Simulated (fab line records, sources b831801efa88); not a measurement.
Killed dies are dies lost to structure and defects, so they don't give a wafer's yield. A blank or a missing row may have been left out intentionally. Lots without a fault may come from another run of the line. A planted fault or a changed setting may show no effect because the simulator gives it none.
The tool behind it: which one? ; flow sky130 ; 13 lots with 39 wafers sampled at 4 steps, on a route of 708 steps

WHAT THE GAUGES READ, wafer by wafer
SKY_VIA4_RS_MEAS_19: a four-point-probe measurement.
lot;measured;on;VIA4_W_RS (ohm/sq)
L620;day 43 10:02;film_metro-02;0.2274 0.2312 0.2319
L621;day 43 10:19;film_metro-04;0.2261 0.2299 0.2305
L622;day 43 20:33;film_metro-04;0.2244 0.2271 0.2292
L624;day 44 03:36;film_metro-03;0.2262 0.2291 0.2271
L625;day 44 13:20;film_metro-04;0.2261 0.2274 0.2229
L627;day 45 09:24;film_metro-04;0.2253 0.2275 0.2283
L628;day 45 10:04;film_metro-02;0.2258 0.2236 0.2295
L629;day 45 13:31;film_metro-04;0.2253 0.2245 0.2280
L630;day 45 22:07;film_metro-04;0.2290 0.2275 0.2279
L631;day 46 08:51;film_metro-04;0.2222 0.2224 0.2234
L635;day 47 07:31;film_metro-02;0.2298 0.2265 0.2271
L639;day 48 05:52;film_metro-03;0.2251 0.2251 0.2262
L643;day 49 02:29;film_metro-04;0.2278 0.2293 0.2288

TOOL THAT RAN EACH LOT (tool first, then ch and the chambers of the sampled wafers, then the start)
lot;SKY_SONOS_TUNNEL_STRIP_11;SKY_METAL4_ETCH_16;SKY_VIA4_STRIP_13
L620;wet_bench-04 ch 2, day 11 13:13;rie_metal-03 ch 0,1, day 42 08:00;plasma_asher-02 ch 0, day 43 09:13
L621;wet_bench-01 ch 2, day 11 18:43;rie_metal-03 ch 0,1, day 42 08:39;plasma_asher-03 ch 0,1, day 43 09:22
L622;wet_bench-01 ch 3, day 12 02:34;rie_metal-04 ch 0,1, day 42 19:00;plasma_asher-04 ch 0,1, day 43 19:43
L624;wet_bench-04 ch 3, day 12 15:34;rie_metal-01 ch 0,1, day 43 04:39;plasma_asher-03 ch 0,1, day 44 02:46
L625;wet_bench-02 ch 3, day 13 00:37;rie_metal-03 ch 0,1, day 43 14:24;plasma_asher-02 ch 0,1, day 44 12:31
L627;wet_bench-01 ch 1, day 13 21:21;rie_metal-03 ch 1, day 44 08:44;plasma_asher-04 ch 0,1, day 45 08:35
L628;wet_bench-02 ch 1, day 14 01:19;rie_metal-03 ch 0,1, day 44 09:21;plasma_asher-02 ch 0,1, day 45 09:14
L629;wet_bench-04 ch 0, day 14 08:37;rie_metal-03 ch 0,1, day 44 13:35;plasma_asher-03 ch 0,1, day 45 12:41
L630;wet_bench-04 ch 2, day 14 17:26;rie_metal-03 ch 0,1, day 45 00:53;plasma_asher-02 ch 0,1, day 45 21:05
L631;wet_bench-02 ch 3, day 14 23:16;rie_metal-03 ch 0,1, day 45 09:01;plasma_asher-02 ch 0,1, day 46 07:52
L635;wet_bench-02 ch 0, day 16 05:02;rie_metal-04 ch 0,1, day 46 08:27;plasma_asher-03 ch 0,1, day 47 06:40
L639;wet_bench-02 ch 2, day 17 17:59;rie_metal-01 ch 0,1, day 47 07:05;plasma_asher-04 ch 0,1, day 48 04:46
L643;wet_bench-01 ch 3, day 19 04:13;rie_metal-04 ch 0,1, day 48 04:47;plasma_asher-03 ch 0,1, day 49 01:40
- SKY_SONOS_TUNNEL_STRIP_11: strips in SPM, time 600 s.
- SKY_METAL4_ETCH_16: etches BARC in N2/H2, stops on SiO2, time 88.2 s, target depth 60 nm.
- SKY_VIA4_STRIP_13: strips in O2/N2.

WHAT THE TOOLS THEMSELVES READ (means of the sampled wafers that have a number; where no wafer has one, the mark that the record gives instead)
SKY_METAL4_ETCH_16.
lot;tool;drypump_motor_current_A (A);oes_product_au (a.u.);throttle_valve_pct (%)
L620;rie_metal-03;6.0;0.627;13.208
L621;rie_metal-03;5.9;0.623;13.209
L622;rie_metal-04;5.8;0.624;13.201
L624;rie_metal-01;5.8;0.623;13.196
L625;rie_metal-03;6.0;0.627;13.196
L627;rie_metal-03;6.1;0.624;13.206
L628;rie_metal-03;5.8;0.620;13.209
L629;rie_metal-03;6.0;0.625;13.204
L630;rie_metal-03;6.0;0.626;13.203
L631;rie_metal-03;5.9;0.629;13.215
L635;rie_metal-04;5.9;0.625;13.209
L639;rie_metal-01;6.1;0.627;13.212
L643;rie_metal-04;5.8;0.630;13.199

SKY_VIA4_STRIP_13.
lot;tool;drypump_motor_current_A (A);oes_product_au (a.u.);strip_time_to_endpoint_s (s)
L620;plasma_asher-02;5.8;0.710;12.817
L621;plasma_asher-03;5.7;0.709;12.790
L622;plasma_asher-04;6.0;0.708;12.800
L624;plasma_asher-03;5.8;0.708;12.790
L625;plasma_asher-02;5.2;0.706;12.804
L627;plasma_asher-04;6.1;0.708;12.768
L628;plasma_asher-02;5.2;0.710;12.816
L629;plasma_asher-03;5.9;0.708;12.816
L630;plasma_asher-02;5.3;0.713;12.794
L631;plasma_asher-02;5.6;0.706;12.806
L635;plasma_asher-03;5.8;0.710;12.801
L639;plasma_asher-04;6.0;0.706;12.798
L643;plasma_asher-03;5.9;0.714;12.784

THE ANSWER, worked out from the rows above alone
Rule: usual is defined by the lots themselves. Put in order of their means at a reading, lots are off if they are a third of the lots or fewer, leave a main group of 4 or more, and stand apart from it by a gap of 3 or more times the standard deviation of the main group's means; of several such gaps the widest counts. A main group is skipped when, at the precision printed for the reading in the tables above, its means are all equal. A lot without any number at a reading at which 4 lots or more have one is off too. The other lots that the step has rows for count as sound. After the gauges, taken in route order, come the tools' own readings; for these a lot's mean is taken, as printed above. At the first step where some lot is off, the reading lying furthest off is the one used; lots without a number count as furthest.
No lot is off at any reading shown: from this, nothing can be told.

WHAT THE SIMULATOR HAD INSERTED
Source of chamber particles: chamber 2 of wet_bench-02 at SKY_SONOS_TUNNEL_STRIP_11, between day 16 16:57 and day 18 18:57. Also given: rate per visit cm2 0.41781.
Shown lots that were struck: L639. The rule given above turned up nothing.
